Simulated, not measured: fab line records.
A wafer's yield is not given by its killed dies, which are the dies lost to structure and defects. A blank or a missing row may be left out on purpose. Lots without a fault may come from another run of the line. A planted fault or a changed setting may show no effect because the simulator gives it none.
fab line records	flow gf180mcu	part 1 of 2: steps 1 to 23 of 34
record: lots: 5	wafers: 15	last-day: 33
route steps=602 shown VT_IMPLANT@115 MVSD@136 NWELL@137 LVPWELL@138 MVPSD@139 DUAL_GATE@141
lots that met no fault: from a run of the same line without faults
start-h: start of the lot's first displayed wafer, in hours after the record's first day	wait-h: hours since the lot's step before	" same as the row above	L1.1+2: several wafers, shown together as one row	- no value present, or no start provided	* or withheld: withheld	< > ~ a bound
route shown NAME@n: NAME is a module with steps in the file, n the number in the route of the first one	usual: mean/standard deviation taken from wafers without a fault	same: alike in all rows	chamber/n: place in a boat	sites: the reading at each site	_std_site: the standard deviation of these	_edge_site: the outer-site mean with the inner-site mean subtracted	radius-mm: how far each site lies from the wafer's centre	mask NAME#n: copy n	behind: tool/chamber where the wafer was last shaped	hold: why the lot was held/for how many hours/how that ended	device: names the non-switching transistor (n, p or np)	end of line: the route-end tests of the same wafers	for a step that has no rows: nothing shown but its recipe	killed: not the wafer's yield, but the dies lost to structure and defects at the first sort	map: a wafer's dies, x killed, . not, _ none there
set.NAME: the setting that was run; set.NAME@STEP: the one run at that earlier step	model.NAME: the simulator's own value behind a step, which no gauge read
a table for each step, a row for each wafer; lots at some steps of the route
services: when a tool's chamber went out of use (start-h, in hours from the record's first day, below 0 if earlier), for how many hours, and the reason
== steps ==
step: GF_VT_IMPLANT_SOFTBAKE_25
recipe: temp-c: 90	time-s: 60	resist: NOVOLAK
usual: exhaust-pa: 45.3/0.87	resist-line-temp-C: 22.98/0.11
lot.wafer	tool	chamber	start-h	wait-h	exhaust-pa	resist-line-temp-C
L076.2	litho-track-02	0	143.54	0.1	44.5	23.11
L076.5	"	0	"	"	45.0	22.94
L076.6	"	0	"	"	44.3	23.20
L077.1	litho-track-04	0	149.76	0.1	44.5	22.93
L077.4	"	0	"	"	44.6	22.99
L077.6	"	0	"	"	44.9	23.05
L085.2	litho-track-02	0	211.44	0.1	45.8	23.01
L085.4	"	0	"	"	46.1	23.16
L085.5	"	0	"	"	46.1	23.05
L093.2	litho-track-03	0	259.58	0.1	45.7	22.95
L093.4	"	0	"	"	45.8	23.07
L093.5	"	0	"	"	46.7	22.98
L094.2	litho-track-04	0	266.33	0.1	45.4	22.77
L094.3	"	0	"	"	44.3	22.84
L094.6	"	0	"	"	45.1	22.74
step: GF_VT_IMPLANT_EXPOSE_26
recipe: mask-id: LVPWELL_HV_AREA	target-cd-nm: 860	na: 0.6	source-shape: conventional	sigma-outer: 0.6	dose-mj: 140
same: na: 0.6
lot.wafer	tool	chamber	start-h	wait-h	mask
L076.2+5+6	iline-stepper-01	0	-	-	LVPWELL_HV_AREA#0
L077.1+4+6	iline-stepper-02	0	-	-	LVPWELL_HV_AREA#0
L085.2+4+5	iline-stepper-01	0	-	-	LVPWELL_HV_AREA#0
L093.2+4+5	iline-stepper-01	0	-	-	LVPWELL_HV_AREA#0
L094.2+3+6	iline-stepper-02	0	-	-	LVPWELL_HV_AREA#0
step: GF_VT_IMPLANT_PEB_27
recipe: temp-c: withheld	time-s: *	resist: NOVOLAK
usual: exhaust-pa: 44.9/0.8	resist-line-temp-C: *
lot.wafer	tool	chamber	start-h	wait-h	exhaust-pa	resist-line-temp-C
L076.2	litho-track-03	0	-	-	43.9	*
L076.5	"	0	"	"	45.3	*
L076.6	"	0	"	"	46.4	*
L077.1	litho-track-02	0	-	-	45.0	*
L077.4	"	0	"	"	45.3	*
L077.6	"	0	"	"	45.7	*
L085.2	litho-track-02	0	-	-	43.7	*
L085.4	"	0	"	"	44.4	*
L085.5	"	0	"	"	44.6	*
L093.2	litho-track-04	0	-	-	46.6	*
L093.4	"	0	"	"	45.3	*
L093.5	"	0	"	"	46.1	*
L094.2	litho-track-02	0	-	-	44.3	*
L094.3	"	0	"	"	45.1	*
L094.6	"	0	"	"	45.0	*
step: GF_VT_IMPLANT_DEVELOP_28
recipe: develop-time-s: 60	dev-temp-c: 23
usual: exhaust-pa: 45.1/0.95	resist-line-temp-C: 23.01/0.13
lot.wafer	tool	chamber	start-h	wait-h	exhaust-pa	resist-line-temp-C
L076.2	litho-track-03	0	151.28	0.1	45.0	23.17
L076.5	"	0	"	"	45.3	22.79
L076.6	"	0	"	"	46.2	23.21
L077.1	litho-track-02	0	157.16	0.1	44.9	23.21
L077.4	"	0	"	"	45.1	23.03
L077.6	"	0	"	"	45.4	22.98
L085.2	litho-track-02	0	220.09	0.1	45.5	23.08
L085.4	"	0	"	"	44.2	23.15
L085.5	"	0	"	"	45.5	22.90
L093.2	litho-track-04	0	268.83	0.1	45.7	23.22
L093.4	"	0	"	"	44.0	23.26
L093.5	"	0	"	"	44.8	23.35
L094.2	litho-track-02	0	275.99	0.1	44.9	22.93
L094.3	"	0	"	"	44.1	22.97
L094.6	"	0	"	"	44.0	22.88
step: GF_VT_IMPLANT_OVL_MEAS_29
usual: VT_IMPLANT_02_OVL: 0.2/1.6
lot.wafer	tool	chamber	start-h	wait-h	VT_IMPLANT_02_OVL[nm]
L076.2	overlay-01	-	151.41	0.1	2.6
L076.5	"	-	"	"	-0.3
L076.6	"	-	"	"	-0.5
L077.1	overlay-02	-	157.31	0.1	1.5
L077.4	"	-	"	"	0.5
L077.6	"	-	"	"	3.4
L085.2	overlay-01	-	220.22	0.1	0.7
L085.4	"	-	"	"	0.6
L085.5	"	-	"	"	1.5
L093.2	overlay-02	-	268.96	0.1	-1.6
L093.4	"	-	"	"	-1.3
L093.5	"	-	"	"	-0.4
L094.2	overlay-02	-	276.12	0.1	-1.5
L094.3	"	-	"	"	-0.5
L094.6	"	-	"	"	-0.9
step: GF_VT_IMPLANT_IMPLANT_30
recipe: species: B	energy-kev: 25	dose-cm2: 2.675e+12	tilt-deg: 7
usual: beam-on-s: 10.01/0.19
lot.wafer	tool	chamber	start-h	wait-h	beam-on-s
L076.2	implanter-01	0	151.47	0.0	10.02
L076.5	"	0	"	"	10.12
L076.6	"	0	"	"	10.05
L077.1	implanter-01	0	157.35	0.0	9.88
L077.4	"	0	"	"	10.04
L077.6	"	0	"	"	9.91
L085.2	implanter-02	0	220.27	0.0	10.13
L085.4	"	0	"	"	9.79
L085.5	"	0	"	"	10.07
L093.2	implanter-04	0	269.02	0.0	10.29
L093.4	"	0	"	"	10.21
L093.5	"	0	"	"	10.10
L094.2	implanter-01	0	276.17	0.0	10.40
L094.3	"	0	"	"	9.98
L094.6	"	0	"	"	10.34
step: GF_VT_IMPLANT_STRIP_31
recipe: chemistry: O2/N2	power-w: 1400	pressure-mtorr: 1500	platen-temp-c: 250	o2-flow-sccm: 3000	n2-flow-sccm: 300	overash-fraction: 0.5
usual: drypump-motor-current-A: 5.4/0.5	heater-power-w: 331/21	n2-flow-sccm: 300.0/0.87	oes-product-au: 0.716/0.0048	strip-time-to-endpoint-s: 12.64/0.042
lot.wafer	tool	chamber	start-h	wait-h	drypump-motor-current-A	heater-power-w	n2-flow-sccm	oes-product-au	rf-hours-counter-h	strip-time-to-endpoint-s
L076.2	plasma-asher-01	1	151.59	0.1	6.1	353	299.9	0.716	34	12.63
L076.5	"	1	"	"	6.1	358	299.7	0.708	-	12.60
L076.6	"	0	"	"	5.6	344	300.8	0.720	-	12.59
L077.1	plasma-asher-02	0	157.50	0.1	5.3	369	300.3	0.727	45	12.64
L077.4	"	0	"	"	5.2	375	300.9	0.710	-	12.66
L077.6	"	1	"	"	5.9	312	299.3	0.711	-	12.60
L085.2	plasma-asher-03	0	220.40	0.1	4.7	301	299.2	0.718	10	12.66
L085.4	"	1	"	"	5.2	299	300.0	0.722	-	12.64
L085.5	"	0	"	"	4.6	315	299.6	0.716	-	12.65
L093.2	plasma-asher-01	1	269.14	0.1	6.1	352	299.5	0.719	46	12.69
L093.4	"	0	"	"	5.6	355	298.9	0.713	-	12.66
L093.5	"	0	"	"	5.6	347	301.5	0.717	-	12.66
L094.2	plasma-asher-03	0	276.30	0.1	4.6	316	301.0	0.710	16	12.63
L094.3	"	0	"	"	4.6	317	301.3	0.709	-	12.65
L094.6	"	0	"	"	4.6	327	300.8	0.708	-	12.68
step: GF_VT_IMPLANT_TW_MEAS_32
usual: VT_IMPLANT_3_TW: 270.3/2.3
lot.wafer	tool	chamber	start-h	wait-h	VT_IMPLANT_3_TW
L076.2	film-metro-03	-	151.70	0.1	270.7
L076.5	"	-	"	"	273.1
L076.6	"	-	"	"	273.8
L077.1	film-metro-04	-	157.60	0.1	269.4
L077.4	"	-	"	"	269.7
L077.6	"	-	"	"	268.3
L085.2	film-metro-03	-	220.51	0.1	272.9
L085.4	"	-	"	"	273.3
L085.5	"	-	"	"	273.0
L093.2	film-metro-03	-	269.25	0.1	274.7
L093.4	"	-	"	"	276.0
L093.5	"	-	"	"	274.1
L094.2	film-metro-04	-	276.41	0.1	270.2
L094.3	"	-	"	"	270.5
L094.6	"	-	"	"	269.9
step: GF_VT_IMPLANT_DEHYDRATE_33
recipe: temp-c: 200	time-s: 60
usual: exhaust-pa: 45.2/0.94	resist-line-temp-C: 23.04/0.1
lot.wafer	tool	chamber	start-h	wait-h	exhaust-pa	resist-line-temp-C
L076.2	litho-track-03	0	158.58	6.9	44.0	23.06
L076.5	"	0	"	"	45.0	23.12
L076.6	"	0	"	"	45.6	23.08
L077.1	litho-track-04	0	164.11	6.5	44.0	23.15
L077.4	"	0	"	"	43.5	23.10
L077.6	"	0	"	"	43.7	23.24
L085.2	litho-track-03	0	228.93	8.4	45.0	23.12
L085.4	"	0	"	"	44.6	23.07
L085.5	"	0	"	"	45.2	22.98
L093.2	litho-track-02	0	278.24	9.0	45.9	23.03
L093.4	"	0	"	"	45.4	22.92
L093.5	"	0	"	"	45.8	22.92
L094.2	litho-track-02	0	285.44	9.0	45.5	22.86
L094.3	"	0	"	"	46.1	22.94
L094.6	"	0	"	"	46.1	23.03
step: GF_VT_IMPLANT_HMDS_34
recipe: prime-time-s: 60	prime-temp-c: 120
usual: exhaust-pa: 45.0/0.8	prime-temp-c: 119.99/0.13	resist-line-temp-C: 23.02/0.11
same: prime-time-s: 60
lot.wafer	tool	chamber	start-h	wait-h	exhaust-pa	prime-temp-c	resist-line-temp-C
L076.2	litho-track-03	0	158.73	0.1	44.7	120.01	23.06
L076.5	"	0	"	"	46.6	120.15	23.24
L076.6	"	0	"	"	43.6	119.93	23.18
L077.1	litho-track-04	0	164.26	0.1	46.3	120.10	23.05
L077.4	"	0	"	"	44.9	120.27	22.91
L077.6	"	0	"	"	46.4	120.07	23.00
L085.2	litho-track-03	0	229.08	0.1	44.3	120.05	23.18
L085.4	"	0	"	"	44.1	120.11	23.15
L085.5	"	0	"	"	44.0	119.84	23.33
L093.2	litho-track-02	0	278.39	0.1	45.1	120.07	23.14
L093.4	"	0	"	"	47.0	120.15	23.05
L093.5	"	0	"	"	44.9	120.06	22.96
L094.2	litho-track-02	0	285.59	0.1	44.6	120.02	23.17
L094.3	"	0	"	"	44.7	119.95	23.13
L094.6	"	0	"	"	45.4	120.03	23.10
step: GF_VT_IMPLANT_COAT_35
recipe: resist: NOVOLAK	spin-rpm: 3000	resist-thk-nm: 1000
usual: exhaust-pa: 44.9/0.81	resist-line-temp-C: 23.01/0.099
lot.wafer	tool	chamber	start-h	wait-h	exhaust-pa	resist-line-temp-C
L076.2	litho-track-03	0	158.88	0.1	45.4	23.09
L076.5	"	0	"	"	45.7	23.05
L076.6	"	0	"	"	44.9	23.04
L077.1	litho-track-04	0	164.41	0.1	45.1	23.08
L077.4	"	0	"	"	45.0	23.09
L077.6	"	0	"	"	44.4	23.12
L085.2	litho-track-03	0	229.23	0.1	45.2	22.96
L085.4	"	0	"	"	44.0	22.93
L085.5	"	0	"	"	44.0	22.80
L093.2	litho-track-02	0	278.54	0.1	44.6	22.94
L093.4	"	0	"	"	43.9	22.89
L093.5	"	0	"	"	44.3	23.09
L094.2	litho-track-02	0	285.74	0.1	44.8	23.03
L094.3	"	0	"	"	45.5	23.04
L094.6	"	0	"	"	45.0	23.02
step: GF_VT_IMPLANT_SOFTBAKE_36
recipe: temp-c: 90	time-s: 60	resist: NOVOLAK
usual: exhaust-pa: 45.2/0.93	resist-line-temp-C: 22.97/0.12
lot.wafer	tool	chamber	start-h	wait-h	exhaust-pa	resist-line-temp-C
L076.2	litho-track-03	0	159.03	0.1	44.5	22.87
L076.5	"	0	"	"	43.6	22.78
L076.6	"	0	"	"	44.8	22.79
L077.1	litho-track-04	0	164.56	0.1	45.8	22.69
L077.4	"	0	"	"	47.2	22.90
L077.6	"	0	"	"	45.3	22.85
L085.2	litho-track-03	0	229.38	0.1	44.4	23.11
L085.4	"	0	"	"	44.7	23.11
L085.5	"	0	"	"	45.9	22.98
L093.2	litho-track-02	0	278.69	0.1	44.1	22.93
L093.4	"	0	"	"	45.2	23.02
L093.5	"	0	"	"	44.8	23.04
L094.2	litho-track-02	0	285.89	0.1	45.4	23.01
L094.3	"	0	"	"	45.5	22.93
L094.6	"	0	"	"	45.4	22.90
step: GF_VT_IMPLANT_EXPOSE_37
recipe: mask-id: Nwell_HV_AREA	target-cd-nm: 860	na: 0.6	source-shape: conventional	sigma-outer: 0.6	dose-mj: 140
same: na: 0.6
lot.wafer	tool	chamber	start-h	wait-h	mask
L076.2+5+6	iline-stepper-02	0	-	-	Nwell_HV_AREA#0
L077.1+4+6	iline-stepper-01	0	-	-	Nwell_HV_AREA#0
L085.2+4+5	iline-stepper-01	0	-	-	Nwell_HV_AREA#0
L093.2+4+5	iline-stepper-01	0	-	-	Nwell_HV_AREA#0
L094.2+3+6	iline-stepper-02	0	-	-	Nwell_HV_AREA#0
step: GF_VT_IMPLANT_PEB_38
recipe: temp-c: withheld	time-s: *	resist: NOVOLAK
usual: exhaust-pa: 45.1/0.81	resist-line-temp-C: *
lot.wafer	tool	chamber	start-h	wait-h	exhaust-pa	resist-line-temp-C
L076.2	litho-track-04	0	-	-	46.2	*
L076.5	"	0	"	"	45.3	*
L076.6	"	0	"	"	46.6	*
L077.1	litho-track-02	0	-	-	45.2	*
L077.4	"	0	"	"	45.9	*
L077.6	"	0	"	"	43.5	*
L085.2	litho-track-04	0	-	-	46.3	*
L085.4	"	0	"	"	43.2	*
L085.5	"	0	"	"	44.0	*
L093.2	litho-track-03	0	-	-	44.4	*
L093.4	"	0	"	"	43.9	*
L093.5	"	0	"	"	45.0	*
L094.2	litho-track-02	0	-	-	45.4	*
L094.3	"	0	"	"	46.0	*
L094.6	"	0	"	"	43.8	*
step: GF_VT_IMPLANT_DEVELOP_39
recipe: develop-time-s: 60	dev-temp-c: 23
usual: exhaust-pa: 45.0/0.74	resist-line-temp-C: 23.00/0.11
lot.wafer	tool	chamber	start-h	wait-h	exhaust-pa	resist-line-temp-C
L076.2	litho-track-04	0	167.23	0.1	45.8	23.11
L076.5	"	0	"	"	44.9	22.96
L076.6	"	0	"	"	44.2	22.96
L077.1	litho-track-02	0	172.66	0.1	44.6	22.90
L077.4	"	0	"	"	43.9	22.89
L077.6	"	0	"	"	45.4	22.88
L085.2	litho-track-04	0	238.48	0.1	44.1	23.03
L085.4	"	0	"	"	46.2	23.14
L085.5	"	0	"	"	44.9	22.96
L093.2	litho-track-03	0	287.98	0.1	44.9	22.82
L093.4	"	0	"	"	44.9	22.80
L093.5	"	0	"	"	44.4	22.97
L094.2	litho-track-02	0	295.24	0.1	44.3	23.11
L094.3	"	0	"	"	46.0	23.13
L094.6	"	0	"	"	44.4	23.15
step: GF_VT_IMPLANT_OVL_MEAS_40
usual: VT_IMPLANT_03_OVL: -1.4/1.5
lot.wafer	tool	chamber	start-h	wait-h	VT_IMPLANT_03_OVL[nm]
L076.2	overlay-02	-	167.36	0.1	0.9
L076.5	"	-	"	"	-0.1
L076.6	"	-	"	"	-0.1
L077.1	overlay-02	-	172.81	0.1	-1.3
L077.4	"	-	"	"	0.3
L077.6	"	-	"	"	-1.0
L085.2	overlay-01	-	238.61	0.1	-2.8
L085.4	"	-	"	"	-4.8
L085.5	"	-	"	"	-1.6
L093.2	overlay-01	-	288.11	0.1	-1.6
L093.4	"	-	"	"	-0.3
L093.5	"	-	"	"	-3.0
L094.2	overlay-01	-	295.37	0.1	-1.5
L094.3	"	-	"	"	-1.5
L094.6	"	-	"	"	-2.5
step: GF_VT_IMPLANT_IMPLANT_41
recipe: species: As	energy-kev: 70	dose-cm2: 9.897e+11	tilt-deg: 7
usual: beam-on-s: 10.02/0.2
lot.wafer	tool	chamber	start-h	wait-h	beam-on-s
L076.2	implanter-02	0	167.42	0.0	9.89
L076.5	"	0	"	"	9.90
L076.6	"	0	"	"	9.89
L077.1	implanter-04	0	172.85	0.0	10.20
L077.4	"	0	"	"	9.77
L077.6	"	0	"	"	9.99
L085.2	implanter-02	0	238.67	0.0	10.07
L085.4	"	0	"	"	9.80
L085.5	"	0	"	"	10.22
L093.2	implanter-01	0	288.17	0.0	10.22
L093.4	"	0	"	"	10.25
L093.5	"	0	"	"	10.02
L094.2	implanter-01	0	295.42	0.0	9.67
L094.3	"	0	"	"	9.87
L094.6	"	0	"	"	10.28
step: GF_VT_IMPLANT_STRIP_42
recipe: chemistry: O2/N2	power-w: 1400	pressure-mtorr: 1500	platen-temp-c: 250	o2-flow-sccm: 3000	n2-flow-sccm: 300	overash-fraction: 0.5
usual: drypump-motor-current-A: 5.4/0.49	heater-power-w: 332/21	n2-flow-sccm: 300.1/0.9	oes-product-au: 0.716/0.0048	strip-time-to-endpoint-s: 12.66/0.044
lot.wafer	tool	chamber	start-h	wait-h	drypump-motor-current-A	heater-power-w	n2-flow-sccm	oes-product-au	rf-hours-counter-h	strip-time-to-endpoint-s
L076.2	plasma-asher-03	1	167.54	0.1	5.2	314	300.0	0.718	5	12.72
L076.5	"	1	"	"	5.2	309	299.5	0.719	-	12.77
L076.6	"	0	"	"	4.7	310	299.8	0.705	-	12.75
L077.1	plasma-asher-01	1	173.00	0.1	6.1	353	301.8	0.715	36	12.63
L077.4	"	1	"	"	6.1	343	300.7	0.721	-	12.59
L077.6	"	1	"	"	6.1	352	300.6	0.714	-	12.64
L085.2	plasma-asher-01	0	238.79	0.1	5.6	354	300.3	0.717	43	12.72
L085.4	"	1	"	"	6.1	341	299.2	0.716	-	12.73
L085.5	"	0	"	"	5.6	347	300.3	0.717	-	12.70
L093.2	plasma-asher-02	1	288.29	0.1	5.9	321	300.3	0.724	58	12.65
L093.4	"	0	"	"	5.3	366	298.2	0.715	-	12.66
L093.5	"	0	"	"	5.2	366	299.8	0.722	-	12.63
L094.2	plasma-asher-01	0	295.55	0.1	5.6	344	300.2	0.726	49	12.69
L094.3	"	0	"	"	5.6	335	300.5	0.720	-	12.70
L094.6	"	0	"	"	5.6	346	299.6	0.718	-	12.70
step: GF_VT_IMPLANT_TW_MEAS_43
usual: VT_IMPLANT_4_TW: 681/6.4
lot.wafer	tool	chamber	start-h	wait-h	VT_IMPLANT_4_TW
L076.2	film-metro-03	-	167.65	0.1	686
L076.5	"	-	"	"	687
L076.6	"	-	"	"	682
L077.1	film-metro-04	-	173.10	0.1	675
L077.4	"	-	"	"	678
L077.6	"	-	"	"	673
L085.2	film-metro-04	-	238.90	0.1	678
L085.4	"	-	"	"	674
L085.5	"	-	"	"	677
L093.2	film-metro-03	-	288.40	0.1	690
L093.4	"	-	"	"	691
L093.5	"	-	"	"	690
L094.2	film-metro-02	-	295.66	0.1	671
L094.3	"	-	"	"	673
L094.6	"	-	"	"	673
step: GF_VT_IMPLANT_CLEAN_44
recipe: chemistry: SC1/SC2	mix: 1:4:20	temp-c: 70	time-s: 150	dry: n2-spin
lot.wafer	tool	chamber	start-h	wait-h
L076.2+5+6	wet-bench-02	1	167.70	0.0
L077.1+4+6	wet-bench-02	1	173.16	0.1
L085.2+4+5	wet-bench-03	2	238.95	0.0
L093.2+4+5	wet-bench-03	3	288.45	0.0
L094.2+3+6	wet-bench-04	1	295.71	0.0
step: GF_VT_IMPLANT_RTA_45
recipe: temp-c: 1050	time-s: 30	ambient: N2
usual: lamp-power-pct: 36.6/0.35	wafer_temp_C_max: 1053.8/0.81
lot.wafer	tool	chamber	start-h	wait-h	lamp-power-pct	wafer_temp_C_max
L076.2	rtp-anneal-01	0	167.77	0.0	36.9	1053.1
L076.5	"	0	"	"	36.9	1052.8
L076.6	"	0	"	"	36.8	1054.9
L077.1	rtp-anneal-01	0	173.21	0.0	36.8	1053.4
L077.4	"	0	"	"	36.9	1053.0
L077.6	"	0	"	"	36.9	1052.9
L085.2	rtp-anneal-02	0	239.02	0.0	36.1	1052.7
L085.4	"	0	"	"	36.2	1053.4
L085.5	"	0	"	"	36.2	1053.7
L093.2	rtp-anneal-02	0	288.52	0.0	36.2	1053.7
L093.4	"	0	"	"	36.1	1054.2
L093.5	"	0	"	"	36.2	1052.9
L094.2	rtp-anneal-01	0	295.78	0.0	36.8	1054.1
L094.3	"	0	"	"	36.9	1054.3
L094.6	"	0	"	"	36.9	1054.0
step: GF_VT_IMPLANT_RS_MEAS_46
recipe: thk-meas-gauge: four-point-probe
usual: MVSD_RS: 458.4/1
lot.wafer	tool	chamber	start-h	wait-h	MVSD_RS[ohm/sq]
L076.2	film-metro-02	-	167.87	0.1	459.0
L076.5	"	-	"	"	458.4
L076.6	"	-	"	"	458.3
L077.1	film-metro-01	-	173.31	0.1	459.6
L077.4	"	-	"	"	459.9
L077.6	"	-	"	"	459.5
L085.2	film-metro-03	-	239.12	0.1	459.5
L085.4	"	-	"	"	457.9
L085.5	"	-	"	"	458.0
L093.2	film-metro-03	-	288.63	0.1	457.6
L093.4	"	-	"	"	457.0
L093.5	"	-	"	"	458.3
L094.2	film-metro-03	-	295.88	0.1	459.2
L094.3	"	-	"	"	457.6
L094.6	"	-	"	"	458.9
step: GF_VT_IMPLANT_RS_MEAS_47
recipe: thk-meas-gauge: four-point-probe
usual: NWELL_RS: 487.9/1.5
lot.wafer	tool	chamber	start-h	wait-h	NWELL_RS[ohm/sq]
L076.2	film-metro-02	-	167.99	0.1	487.7
L076.5	"	-	"	"	488.9
L076.6	"	-	"	"	489.6
L077.1	film-metro-01	-	173.43	0.1	489.3
L077.4	"	-	"	"	488.1
L077.6	"	-	"	"	489.1
L085.2	film-metro-03	-	239.24	0.1	486.8
L085.4	"	-	"	"	486.8
L085.5	"	-	"	"	485.9
L093.2	film-metro-03	-	288.75	0.1	489.7
L093.4	"	-	"	"	489.7
L093.5	"	-	"	"	489.1
L094.2	film-metro-03	-	296.00	0.1	486.8
L094.3	"	-	"	"	486.8
L094.6	"	-	"	"	486.2
